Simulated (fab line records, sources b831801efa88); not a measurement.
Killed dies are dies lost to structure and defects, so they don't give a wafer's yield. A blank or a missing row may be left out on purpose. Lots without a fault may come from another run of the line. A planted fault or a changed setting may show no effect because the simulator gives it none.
Chamber matching | flow sky130 | SKY_CONTACT_CMP_27 on cmp-02: 4 sister chambers
The step polishes, stops on SiO2, t overpolish 15 s, target thk 0 nm. 4 wafers are shown with their chamber, then 9 later ones without.

WAFERS WITH THEIR CHAMBER
wafer  | chamber | motor_current_A (A)
L173.3 | 0       | 9.7
L174.3 | 1       | 11.4
L174.4 | 2       | 13.0
L174.5 | 3       | 11.8

WAFERS WITHOUT THEIR CHAMBER
wafer  | motor_current_A (A)
L176.1 | 12.6
L176.4 | 11.3
L176.5 | 10.7
L177.2 | 12.8
L177.3 | 11.5
L177.4 | 10.3
L187.1 | 10.4
L187.2 | 12.6
L187.4 | 11.3

WHICH CHAMBER EACH WENT THROUGH
wafer  | from the rows above          | in truth
L176.1 | can't be placed: 2 or 3 or 1 | 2
L176.4 | can't be placed: 1 or 3      | 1
L176.5 | can't be placed: 1 or 0 or 3 | 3
L177.2 | can't be placed: 2 or 3      | 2
L177.3 | can't be placed: 1 or 3      | 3
L177.4 | can't be placed: 0 or 1      | 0
L187.1 | can't be placed: 0 or 1 or 3 | 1
L187.2 | can't be placed: 2 or 3 or 1 | 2
L187.4 | can't be placed: 1 or 3      | 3
Placed correctly: 0 of 9. Can't be placed from these rows: 9 (the true chamber is among the candidates in 9). Placed wrongly: 0.
How it was worked out, from the rows above alone: a wafer's distance from a chamber is the root of the sum, over the readings, of the square of ((its reading less the chamber's mean) divided by the reading's scatter). The wafer belongs to the nearest chamber; if the next one is less than 2 further off, it can't be placed. A chamber's mean is the mean of its shown wafers. The scatter: with one shown wafer a chamber, the root of the mean of the squares of how far each hidden wafer lies from its nearest shown one.
